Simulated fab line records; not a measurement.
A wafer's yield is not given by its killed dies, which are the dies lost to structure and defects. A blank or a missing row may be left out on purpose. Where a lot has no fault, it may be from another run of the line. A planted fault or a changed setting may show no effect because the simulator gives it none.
fab line records	flow sfq_line
record lots=5	wafers=23
route steps=325 shown R5@221 I5@233 C5@244 I6@267 I7@300 M8@321
start_h: hours from the record's first day to the start of the lot's first wafer shown	wait_h: time in hours since the lot's previous step	" same as the row above	L1.1+2: one row covering several wafers at once	- no value, or no start was given	* or withheld: withheld	< > ~ a bound
route shown NAME@n: names a module that has steps shown in the file, with the first one's number in the route	usual: mean/standard deviation of fault-free wafers	same: alike in all rows	chamber/n: place in a boat	sites: per-site readings	_std_site: their standard deviation	_edge_site: the outer-site mean with the inner-site mean subtracted	radius_mm: how far each site lies from the wafer's centre	mask NAME#n: copy n	behind: tool/chamber where the wafer was last shaped	hold: why the lot went on hold/how many hours it stayed there/how the hold came to an end	device: the n, p or np transistor that did not switch	end of line: the same wafers' tests at the end of the route	step lacking rows: just its recipe	killed: count of dies lost to structure and defects at first sort (not the wafer's yield)	map: dies across one wafer; x = killed, . = not, _ = none there
set.NAME: the setting that was run; set.NAME@STEP: the one run at that earlier step	model.NAME: the simulator's own value behind a step, which no gauge read
one table per step and one row per wafer, for lots whose settings were changed on purpose
## steps
# step SFQ_TRILAYER_R5_LITHO_PEB_139
# recipe peb_temp_c=115	peb_time_s=60	resist=KrF
lot.wafer	tool	chamber	start_h	wait_h	set.peb_temp_c
L074.1+2+5	litho_track-02	0	1183.76	1.0	115
L075.1+5	litho_track-01	0	1195.76	1.0	115
L075.2+3+6	"	0	"	"	118.1
L079.1+6	litho_track-04	0	1221.17	1.0	118.6
L079.3+4+5	"	0	"	"	115
L080.1+3+5	litho_track-01	0	1223.57	1.0	115
L080.2+4	"	0	"	"	113.6
L082.1+2+3+4+6	litho_track-02	0	1236.89	1.0	115
# step SFQ_TRILAYER_R5_LITHO_DEVELOP_138
# recipe time_s=60	resist=KrF
# step SFQ_TRILAYER_R5_BARC_OPEN_METAL_ETCH_177
# recipe mask_material=PR	chemistry=O2	target_depth_nm=125	target=BARC	icp_w=600	bias_w=80	pressure_mtorr=10	time_s=41.7
lot.wafer	tool	chamber	start_h	wait_h	set.peb_temp_c@TRILAYER_R5_LITHO_PEB_139	model.R5.cd_nm
L074.1	rie_metal-01	0	1184.10	0.0	115	500.1
L074.2	"	1	"	"	115	499.9
L074.5	"	1	"	"	115	499.7
L075.1	rie_metal-01	0	1196.10	0.0	115	500.4
L075.2	"	1	"	"	118.1	450.7
L075.3	"	0	"	"	118.1	448.2
L075.5	"	0	"	"	115	500.1
L075.6	"	1	"	"	118.1	449.5
L079.1	rie_metal-02	1	1221.50	0.0	118.6	444.1
L079.3	"	0	"	"	115	499.4
L079.4	"	1	"	"	115	500.6
L079.5	"	1	"	"	115	499.6
L079.6	"	0	"	"	118.6	442.7
L080.1	rie_metal-01	0	1223.90	0.0	115	501.5
L080.2	"	1	"	"	113.6	529.3
L080.3	"	1	"	"	115	502.2
L080.4	"	0	"	"	113.6	527.7
L080.5	"	0	"	"	115	501.9
L082.1	rie_metal-02	0	1237.23	0.0	115	499.1
L082.2	"	1	"	"	115	499.7
L082.3	"	1	"	"	115	501
L082.4	"	0	"	"	115	498.4
L082.6	"	0	"	"	115	498.9
# step SFQ_TRILAYER_I5_LITHO_PEB_147
# recipe peb_temp_c=115	peb_time_s=60	resist=KrF
lot.wafer	tool	chamber	start_h	wait_h	set.peb_time_s
L074.1+2+5	litho_track-04	0	1304.22	1.0	60
L075.1+2	litho_track-01	0	1313.82	1.0	60
L075.3+5+6	"	0	"	"	54.06
L079.1+3+4+5+6	litho_track-03	0	1343.94	1.0	60
L080.1+2+3	litho_track-04	0	1346.34	1.0	65.42
L080.4+5	"	0	"	"	60
L082.1+2+3	litho_track-04	0	1362.58	1.0	60
L082.4+6	"	0	"	"	63.63
# step SFQ_TRILAYER_I5_BARC_OPEN_VIA_ETCH_200
# recipe mask_material=PR	chemistry=O2	target_depth_nm=125	target=BARC	source_w=500	bias_w=80	pressure_mtorr=30	time_s=41.7
lot.wafer	tool	chamber	start_h	wait_h	set.source_w	set.peb_time_s@TRILAYER_I5_LITHO_PEB_147	model.I5.cd_nm
L074.1	rie_diel-04	1	1304.55	0.0	500	60	698.6
L074.2	"	3	"	"	500	60	698.8
L074.5	"	2	"	"	500	60	699.4
L075.1	rie_diel-03	1	1314.15	0.0	500	60	702.7
L075.2	"	2	"	"	500	60	701
L075.3	"	0	"	"	500	54.06	687.8
L075.5	"	3	"	"	500	54.06	687.5
L075.6	"	2	"	"	500	54.06	686.6
L079.1	rie_diel-03	2	1344.28	0.0	554.3	60	698
L079.3	"	3	"	"	500	60	699.2
L079.4	"	0	"	"	500	60	699
L079.5	"	0	"	"	554.3	60	700.1
L079.6	"	3	"	"	500	60	700.4
L080.1	rie_diel-01	1	1346.68	0.0	500	65.42	709.4
L080.2	"	0	"	"	500	65.42	711.2
L080.3	"	2	"	"	500	65.42	712.2
L080.4	"	3	"	"	500	60	701
L080.5	"	0	"	"	500	60	700.6
L082.1	rie_diel-01	1	1362.92	0.0	500	60	697.7
L082.2	"	3	"	"	482.4	60	700.8
L082.3	"	2	"	"	482.4	60	701.2
L082.4	"	0	"	"	482.4	63.63	709.1
L082.6	"	0	"	"	500	63.63	709.6
# step SFQ_TRILAYER_I5_ETCH_VIA_ETCH_147
# recipe stop_on=Nb	mask_material=PR	chemistry=CHF3	target_depth_nm=360	source_w=500	bias_w=80	pressure_mtorr=30	time_s=withheld
lot.wafer	tool	chamber	start_h	wait_h	set.peb_time_s@TRILAYER_I5_LITHO_PEB_147	model.I5.cd_nm
L074.1	rie_diel-04	1	1304.59	0.0	*	697.5
L074.2	"	3	"	"	*	697.2
L074.5	"	2	"	"	*	698.2
L075.1	rie_diel-03	1	1314.19	0.0	*	701.3
L075.2	"	2	"	"	*	702
L075.3	"	0	"	"	*	689.6
L075.5+6	"	3,2	"	"	*	688.6
L079.1	rie_diel-03	2	1344.32	0.0	*	696.8
L079.3	"	3	"	"	*	698.5
L079.4	"	0	"	"	*	697.1
L079.5	"	0	"	"	*	700.4
L079.6	"	3	"	"	*	698.8
L080.1	rie_diel-01	1	1346.72	0.0	*	707.6
L080.2	"	0	"	"	*	712.9
L080.3	"	2	"	"	*	710
L080.4	"	3	"	"	*	699.4
L080.5	"	0	"	"	*	701.5
L082.1	rie_diel-01	1	1362.96	0.0	*	698.1
L082.2	"	3	"	"	*	700.6
L082.3	"	2	"	"	*	699.4
L082.4	"	0	"	"	*	711.7
L082.6	"	0	"	"	*	711.3
# step SFQ_TRILAYER_C5_LITHO_PEB_154
# recipe peb_temp_c=115	peb_time_s=60	resist=KrF
lot.wafer	tool	chamber	start_h	wait_h	set.peb_temp_c
L074.1+2+5	litho_track-03	0	1307.47	1.0	115
L075.1+2+3	litho_track-02	0	1317.07	1.0	111.9
L075.5+6	"	0	"	"	115
L079.1+3+6	litho_track-02	0	1360.18	1.0	115
L079.4+5	"	0	"	"	117.5
L080.1+3+4	litho_track-04	0	1368.70	1.0	115
L080.2+5	"	0	"	"	112.5
L082.1+4	litho_track-03	0	1371.23	1.0	116.1
L082.2+3+6	"	0	"	"	115
# step SFQ_TRILAYER_C5_LITHO_DEVELOP_153
# recipe time_s=60	resist=KrF
# step SFQ_TRILAYER_C5_BARC_OPEN_VIA_ETCH_210
# recipe mask_material=PR	chemistry=O2	target_depth_nm=125	target=BARC	source_w=500	bias_w=80	pressure_mtorr=30	time_s=41.7
lot.wafer	tool	chamber	start_h	wait_h	set.peb_temp_c@TRILAYER_C5_LITHO_PEB_154	model.C5.cd_nm
L074.1	rie_diel-03	3	1307.80	0.0	115	498.9
L074.2	"	1	"	"	115	501.2
L074.5	"	2	"	"	115	501.7
L075.1	rie_diel-02	2	1317.40	0.0	111.9	435.4
L075.2	"	0	"	"	111.9	435.8
L075.3	"	1	"	"	111.9	434.5
L075.5	"	1	"	"	115	498.1
L075.6	"	2	"	"	115	498.7
L079.1	rie_diel-03	3	1360.52	0.0	115	500.9
L079.3	"	0	"	"	115	503.1
L079.4	"	2	"	"	117.5	542.9
L079.5	"	2	"	"	117.5	544.3
L079.6	"	3	"	"	115	500
L080.1	rie_diel-04	2	1369.04	0.0	115	502.2
L080.2	"	0	"	"	112.5	450.3
L080.3	"	3	"	"	115	499.5
L080.4	"	1	"	"	115	500.8
L080.5	"	2	"	"	112.5	452.9
L082.1	rie_diel-03	2	1371.57	0.0	116.1	521.1
L082.2+6	"	3	"	"	115	499.8
L082.3	"	0	"	"	115	501.7
L082.4	"	1	"	"	116.1	519.8
# step SFQ_TRILAYER_I6_CMP_CMP_166
# recipe material=SiO2	down_force_psi=3	platen_rpm=60	pad_velocity_m_s=0.94248
lot.wafer	tool	chamber	start_h	wait_h	set.leave_above_ref_nm	model.SiO2_of_TRILAYER_I6_DEP_PECVD_165.thk_nm
L074.2	cmp-01	2	1447.88	0.0	200	199.6
L074.1	"	0	1448.88	1.0	200	198.1
L074.5	"	2	1449.88	2.0	200	200.6
L075.1	cmp-02	1	1458.09	0.7	200	201.8
L075.2	"	2	"	"	208.1	210
L075.3	"	3	"	"	200	200.5
L075.6	"	1	1460.09	2.6	200	199.7
L075.5	"	2	"	"	208.1	210.7
L079.1	cmp-02	2	1494.93	0.0	200	200.9
L079.3	"	3	"	"	200	199.9
L079.4	"	0	"	"	189.7	190
L079.6+5	"	2,3	1496.93	2.0	189.7	190.8
L080.1+4	cmp-02	1,0	1499.73	0.0	200	199.4
L080.2	"	2	"	"	200	202.8
L080.3	"	3	"	"	186.9	186.7
L080.5	"	2	1502.23	2.5	186.9	188.7
L082.4	cmp-02	1	1503.33	0.0	200	200.7
L082.3+6	"	2	"	"	200	201.9
L082.1	"	3	"	"	200	200.2
L082.2	"	0	"	"	200	200.4
# step SFQ_TRILAYER_I6_METRO_MEASURE_167
# usual thk_nm=200.3/1.2
lot.wafer	tool	chamber	start_h	wait_h	set.leave_above_ref_nm@TRILAYER_I6_CMP_CMP_166	thk_nm
L074.1	film_metro-04	-	1451.00	0.1	200	198.2
L074.2	"	-	"	"	200	199.6
L074.5	"	-	"	"	200	200.8
L075.1	film_metro-04	-	1461.21	0.1	200	201.7
L075.2	"	-	"	"	208.1	209.9
L075.3	"	-	"	"	200	200.6
L075.5	"	-	"	"	208.1	210.7
L075.6	"	-	"	"	200	199.8
L079.1	film_metro-03	-	1498.05	0.1	200	200.9
L079.3	"	-	"	"	200	200.0
L079.4	"	-	"	"	189.7	189.8
L079.5	"	-	"	"	189.7	190.8
L079.6	"	-	"	"	189.7	190.7
L080.1	film_metro-01	-	1502.85	0.1	200	199.6
L080.2	"	-	"	"	200	202.7
L080.3	"	-	"	"	186.9	186.7
L080.4	"	-	"	"	200	199.5
L080.5	"	-	"	"	186.9	188.8
L082.1	film_metro-01	-	1506.45	0.1	200	200.2
L082.2	"	-	"	"	200	200.5
L082.3	"	-	"	"	200	201.8
L082.4	"	-	"	"	200	200.8
L082.6	"	-	"	"	200	201.9
# step SFQ_TRILAYER_I6_VIA_BARC_OPEN_VIA_ETCH_235
# recipe mask_material=PR	chemistry=O2	target_depth_nm=125	target=BARC	source_w=500	bias_w=80	pressure_mtorr=30	time_s=41.7
# usual oes_product_au=0.684/0.0048
lot.wafer	tool	chamber	start_h	wait_h	set.time_s	oes_product_au	model.KrF_of_TRILAYER_I6_VIA_LITHO_COAT_169.thk_nm
L074.1	rie_diel-04	2	1575.61	0.0	41.7	0.692	571.8
L074.2	"	3	"	"	41.7	0.686	574
L074.5	"	2	"	"	41.7	0.689	574
L075.1	rie_diel-01	0	1584.01	0.0	41.7	0.678	573.5
L075.2	"	2	"	"	41.7	0.680	577.3
L075.3	"	1	"	"	38.48	0.710	579.2
L075.5	"	2	"	"	38.48	0.713	578.6
L075.6	"	3	"	"	41.7	0.680	575.4
L079.1	rie_diel-02	3	1618.99	0.0	41.7	0.678	572
L079.3	"	2	"	"	41.7	0.689	573.5
L079.4	"	1	"	"	41.7	0.682	570.7
L079.5	"	3	"	"	37.45	0.715	576.5
L079.6	"	0	"	"	37.45	0.719	578.5
L080.1	rie_diel-01	3	1621.39	0.0	35.59	0.741	582.6
L080.2	"	2	"	"	35.59	0.745	583
L080.3	"	0	"	"	41.7	0.691	572.3
L080.4	"	1	"	"	41.7	0.688	575.5
L080.5	"	2	"	"	41.7	0.689	575.3
L082.1	rie_diel-01	0	1624.99	0.0	41.7	0.688	573
L082.2	"	3	"	"	45.61	0.677	567.4
L082.3	"	2	"	"	41.7	0.684	574.4
L082.4	"	1	"	"	45.61	0.674	567.8
L082.6	"	0	"	"	41.7	0.679	572.7
# step SFQ_TRILAYER_I6_VIA_ETCH_VIA_ETCH_172
# recipe target=SiO2	stop_on=Nb	mask_material=PR	taper_deg=20	chemistry=CHF3	target_depth_nm=260	source_w=500	bias_w=80	pressure_mtorr=30	time_s=withheld
# usual oes_product_au=0.855/0.0051
lot.wafer	tool	chamber	start_h	wait_h	set.leave_above_ref_nm@TRILAYER_I6_CMP_CMP_166	set.time_s@TRILAYER_I6_VIA_BARC_OPEN_VIA_ETCH_235	oes_product_au	model.etch.depth_nm	model.I6.feature_depth_nm	model.KrF_of_TRILAYER_I6_VIA_LITHO_COAT_169.thk_nm
L074.1	rie_diel-04	2	1575.65	0.0	200	*	0.850	198.1	198.1	526.7
L074.2	"	3	"	"	200	*	0.850	199.6	199.6	528.6
L074.5	"	2	"	"	200	*	0.854	200.6	200.6	528.8
L075.1	rie_diel-01	0	1584.05	0.0	200	*	0.859	-	201.8	528.8
L075.2	"	2	"	"	208.1	*	0.873	-	210	533.4
L075.3	"	1	"	"	200	*	0.854	-	200.5	535.1
L075.5	"	2	"	"	208.1	*	0.872	210.7	210.7	534.9
L075.6	"	3	"	"	200	*	0.855	199.7	199.7	532.3
L079.1	rie_diel-02	3	1619.03	0.0	200	*	0.852	-	200.9	527.6
L079.3	"	2	"	"	200	*	0.852	-	199.9	528
L079.4	"	1	"	"	189.7	*	0.834	-	190	525.9
L079.5	"	3	"	"	189.7	*	0.838	190.8	190.8	531.3
L079.6	"	0	"	"	189.7	*	0.826	190.8	190.8	534.6
L080.1	rie_diel-01	3	1621.43	0.0	200	*	0.859	-	199.4	539.5
L080.2	"	2	"	"	200	*	0.860	-	202.8	539.2
L080.3	"	0	"	"	186.9	*	0.816	186.7	186.7	527.7
L080.4	"	1	"	"	200	*	0.848	199.4	199.4	531.8
L080.5	"	2	"	"	186.9	*	0.833	188.7	188.7	531.4
L082.1	rie_diel-01	0	1625.03	0.0	200	*	0.853	-	200.2	527.8
L082.2	"	3	"	"	200	*	0.848	-	200.4	523.4
L082.3	"	2	"	"	200	*	0.857	-	201.9	530.1
L082.4	"	1	"	"	200	*	0.854	-	200.6	523.2
L082.6	"	0	"	"	200	*	0.866	-	201.9	527.5
# step SFQ_TRILAYER_I7_VIA_LITHO_COAT_192
# recipe resist=BARC	spin_rpm=3000	resist_thk_nm=62
lot.wafer	tool	chamber	start_h	wait_h	set.resist_thk_nm	model.BARC_of_TRILAYER_I7_VIA_LITHO_COAT_192.thk_nm
L074.1	litho_track-02	0	1691.55	1.0	62	61.85
L074.2	"	0	"	"	62	61.82
L074.5	"	0	"	"	62	61.7
L075.1	litho_track-04	0	1698.43	1.0	58.81	58.68
L075.2	"	0	"	"	58.81	58.67
L075.3	"	0	"	"	62	62.03
L075.5	"	0	"	"	62	61.79
L075.6	"	0	"	"	62	61.76
L079.1+5	litho_track-02	0	1733.71	1.0	62	61.94
L079.3	"	0	"	"	62	62.05
L079.4	"	0	"	"	64.2	64.23
L079.6	"	0	"	"	64.2	64.12
L080.1	litho_track-03	0	1736.28	1.0	62	61.53
L080.2	"	0	"	"	62	61.61
L080.3	"	0	"	"	62	61.79
L080.4	"	0	"	"	62	61.69
L080.5	"	0	"	"	62	61.7
L082.1	litho_track-03	0	1739.88	1.0	62	62.06
L082.2	"	0	"	"	62	61.83
L082.3	"	0	"	"	58.33	58.19
L082.4	"	0	"	"	62	61.91
L082.6	"	0	"	"	58.33	58.27
# step SFQ_TRILAYER_I7_VIA_LITHO_COAT_187
# recipe resist=KrF	spin_rpm=3000	resist_thk_nm=650
# step SFQ_TRILAYER_I7_VIA_LITHO_SOFTBAKE_191
# recipe temp_c=withheld	time_s=withheld	resist=KrF
# step SFQ_TRILAYER_I7_VIA_LITHO_DEVELOP_189
# recipe time_s=60	resist=KrF
# step SFQ_TRILAYER_I7_VIA_BARC_OPEN_VIA_ETCH_260
# recipe mask_material=PR	chemistry=O2	target_depth_nm=125	target=BARC	source_w=500	bias_w=80	pressure_mtorr=30	time_s=41.7
# usual oes_product_au=0.685/0.0043
lot.wafer	tool	chamber	start_h	wait_h	set.resist_thk_nm@TRILAYER_I7_VIA_LITHO_COAT_192	oes_product_au
L074.1	rie_diel-02	1	1700.61	0.0	62	0.684
L074.2	"	3	"	"	62	0.687
L074.5	"	3	"	"	62	0.687
L075.1	rie_diel-03	1	1704.21	0.0	58.81	0.666
L075.2	"	0	"	"	58.81	0.664
L075.3	"	2	"	"	62	0.684
L075.5	"	3	"	"	62	0.686
L075.6	"	0	"	"	62	0.684
L079.1	rie_diel-02	2	1821.04	0.0	62	0.683
L079.3	"	3	"	"	62	0.681
L079.4	"	1	"	"	64.2	0.695
L079.5	"	1	"	"	62	0.683
L079.6	"	0	"	"	64.2	0.693
L080.1	rie_diel-03	3	1822.24	0.0	62	0.682
L080.2	"	2	"	"	62	0.684
L080.3	"	1	"	"	62	0.678
L080.4	"	2	"	"	62	0.686
L080.5	"	3	"	"	62	0.689
L082.1	rie_diel-01	0	1828.24	0.0	62	0.686
L082.2	"	2	"	"	62	0.674
L082.3	"	3	"	"	58.33	0.669
L082.4	"	1	"	"	62	0.683
L082.6	"	1	"	"	58.33	0.672
# step SFQ_TRILAYER_M8_DEP_EVAP_196
# recipe material=Au	angular_spread_deg=1	target_thk_nm=180	time_s=900	power_w=2000
lot.wafer	tool	chamber	start_h	wait_h	set.time_s	model.Au_of_TRILAYER_M8_DEP_EVAP_196.thk_nm
L074.1	pvd_sputter-01	-	1708.56	0.1	900	181
L074.2	"	-	"	"	900	179.7
L074.5	"	-	"	"	900	179.8
L075.1	pvd_sputter-02	-	1716.31	0.1	785.5	159
L075.2	"	-	"	"	900	180.7
L075.3	"	-	"	"	785.5	161.4
L075.5	"	-	"	"	785.5	158.7
L075.6	"	-	"	"	900	181.6
L079.1	pvd_sputter-02	-	1829.00	0.1	900	181.9
L079.3	"	-	"	"	837.4	169.1
L079.4	"	-	"	"	837.4	169.8
L079.5	"	-	"	"	900	182.2
L079.6	"	-	"	"	900	180.5
L080.1	pvd_sputter-01	-	1830.17	0.1	900	180.3
L080.2	"	-	"	"	964.4	195.3
L080.3	"	-	"	"	900	179.9
L080.4	"	-	"	"	900	181.7
L080.5	"	-	"	"	964.4	195.6
L082.1	pvd_sputter-02	-	1835.00	0.1	900	180.9
L082.2	"	-	"	"	1017	206.6
L082.3	"	-	"	"	900	180.5
L082.4	"	-	"	"	900	181.8
L082.6	"	-	"	"	1017	203.9
# step SFQ_M8_RS_MEAS_949
# recipe thk_meas_gauge=four-point-probe	reads=Au_of_TRILAYER_M8_DEP_EVAP_196+Pt_of_TRILAYER_M8_DEP_EVAP_198+Ti_of_TRILAYER_M8_DEP_EVAP_197
# usual M8_AU_RS=0.1526/0.0012
lot.wafer	tool	chamber	start_h	wait_h	set.time_s@TRILAYER_M8_DEP_EVAP_196	M8_AU_RS[ohm/sq]
L074.1	film_metro-03	-	1709.08	0.3	900	0.1525
L074.2	"	-	"	"	900	0.1540
L074.5	"	-	"	"	900	0.1536
L075.1	film_metro-04	-	1716.82	0.3	785.5	0.1742
L075.2	"	-	"	"	900	0.1531
L075.3	"	-	"	"	785.5	0.1717
L075.5	"	-	"	"	785.5	0.1743
L075.6	"	-	"	"	900	0.1521
L079.1	film_metro-03	-	1829.58	0.3	900	0.1518
L079.3	"	-	"	"	837.4	0.1635
L079.4	"	-	"	"	837.4	0.1631
L079.5	"	-	"	"	900	0.1521
L079.6	"	-	"	"	900	0.1534
L080.1	film_metro-02	-	1830.68	0.3	900	0.1534
L080.2	"	-	"	"	964.4	0.1413
L080.3	"	-	"	"	900	0.1535
L080.4	"	-	"	"	900	0.1518
L080.5	"	-	"	"	964.4	0.1409
L082.1	film_metro-04	-	1835.58	0.3	900	0.1527
L082.2	"	-	"	"	1017	0.1334
L082.3	"	-	"	"	900	0.1531
L082.4	"	-	"	"	900	0.1519
L082.6	"	-	"	"	1017	0.1353
# step SFQ_M8_THK_MEAS_950
# recipe thk_meas_gauge=xrf	reads=Au_of_TRILAYER_M8_DEP_EVAP_196
# usual M8_AU_THK=180.4/2.1
lot.wafer	tool	chamber	start_h	wait_h	set.time_s@TRILAYER_M8_DEP_EVAP_196	M8_AU_THK[nm]
L074.1	film_metro-03	-	1709.20	0.1	900	179.4
L074.2	"	-	"	"	900	178.3
L074.5	"	-	"	"	900	178.5
L075.1	film_metro-04	-	1716.94	0.1	785.5	160.4
L075.2	"	-	"	"	900	182.0
L075.3	"	-	"	"	785.5	162.2
L075.5	"	-	"	"	785.5	159.7
L075.6	"	-	"	"	900	182.4
L079.1	film_metro-03	-	1829.70	0.1	900	180.6
L079.3	"	-	"	"	837.4	168.0
L079.4	"	-	"	"	837.4	168.0
L079.5	"	-	"	"	900	180.1
L079.6	"	-	"	"	900	178.2
L080.1	film_metro-02	-	1830.80	0.1	900	179.7
L080.2	"	-	"	"	964.4	194.6
L080.3	"	-	"	"	900	179.5
L080.4	"	-	"	"	900	181.0
L080.5	"	-	"	"	964.4	194.7
L082.1	film_metro-04	-	1835.70	0.1	900	182.5
L082.2	"	-	"	"	1017	208.9
L082.3	"	-	"	"	900	182.5
L082.4	"	-	"	"	900	182.9
L082.6	"	-	"	"	1017	205.9
## key
split step=SFQ_TRILAYER_R5_LITHO_PEB_139	setting=peb_temp_c	stated=115	by=wafer
response step=SFQ_TRILAYER_R5_BARC_OPEN_METAL_ETCH_177	reading=model.R5.cd_nm	change=-18.7	per=1%	r=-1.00
split step=SFQ_TRILAYER_I5_LITHO_PEB_147	setting=peb_time_s	stated=60	by=wafer
response step=SFQ_TRILAYER_I5_BARC_OPEN_VIA_ETCH_200	reading=model.I5.cd_nm	change=+1.35	per=1%	r=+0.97
response step=SFQ_TRILAYER_I5_ETCH_VIA_ETCH_147	reading=model.I5.cd_nm	change=+1.33	per=1%	r=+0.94
split step=SFQ_TRILAYER_I5_BARC_OPEN_VIA_ETCH_200	setting=source_w	stated=500	by=wafer
response none clear
split step=SFQ_TRILAYER_C5_LITHO_PEB_154	setting=peb_temp_c	stated=115	by=wafer
response step=SFQ_TRILAYER_C5_BARC_OPEN_VIA_ETCH_210	reading=model.C5.cd_nm	change=+22	per=1%	r=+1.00
split step=SFQ_TRILAYER_I6_CMP_CMP_166	setting=leave_above_ref_nm	stated=200	by=wafer
response step=SFQ_TRILAYER_I6_CMP_CMP_166	reading=model.SiO2_of_TRILAYER_I6_DEP_PECVD_165.thk_nm	change=+2.03	per=1%	r=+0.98
response step=SFQ_TRILAYER_I6_METRO_MEASURE_167	reading=thk_nm	change=+2.03	per=1%	r=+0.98
response step=SFQ_TRILAYER_I6_VIA_ETCH_VIA_ETCH_172	reading=oes_product_au	change=+0.00435	per=1%	r=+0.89
response step=SFQ_TRILAYER_I6_VIA_ETCH_VIA_ETCH_172	reading=model.etch.depth_nm	change=+2	per=1%	r=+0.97
response step=SFQ_TRILAYER_I6_VIA_ETCH_VIA_ETCH_172	reading=model.I6.feature_depth_nm	change=+2.03	per=1%	r=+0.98
split step=SFQ_TRILAYER_I6_VIA_BARC_OPEN_VIA_ETCH_235	setting=time_s	stated=41.7	by=wafer
response step=SFQ_TRILAYER_I6_VIA_BARC_OPEN_VIA_ETCH_235	reading=oes_product_au	shape=bent	at_lowest=0.743	at_stated=0.685	at_highest=0.675
response step=SFQ_TRILAYER_I6_VIA_BARC_OPEN_VIA_ETCH_235	reading=model.KrF_of_TRILAYER_I6_VIA_LITHO_COAT_169.thk_nm	change=-0.558	per=1%	r=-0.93
response step=SFQ_TRILAYER_I6_VIA_ETCH_VIA_ETCH_172	reading=model.KrF_of_TRILAYER_I6_VIA_LITHO_COAT_169.thk_nm	change=-0.572	per=1%	r=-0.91
split step=SFQ_TRILAYER_I7_VIA_LITHO_COAT_192	setting=resist_thk_nm	stated=62	by=wafer
response step=SFQ_TRILAYER_I7_VIA_LITHO_COAT_192	reading=model.BARC_of_TRILAYER_I7_VIA_LITHO_COAT_192.thk_nm	change=+0.622	per=1%	r=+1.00
response step=SFQ_TRILAYER_I7_VIA_BARC_OPEN_VIA_ETCH_260	reading=oes_product_au	change=+0.0028	per=1%	r=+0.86
split step=SFQ_TRILAYER_M8_DEP_EVAP_196	setting=time_s	stated=900	by=wafer
response step=SFQ_TRILAYER_M8_DEP_EVAP_196	reading=model.Au_of_TRILAYER_M8_DEP_EVAP_196.thk_nm	change=+1.81	per=1%	r=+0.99
response step=SFQ_M8_RS_MEAS_949	reading=M8_AU_RS	change=-0.00154	per=1%	r=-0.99
response step=SFQ_M8_THK_MEAS_950	reading=M8_AU_THK	change=+1.81	per=1%	r=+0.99
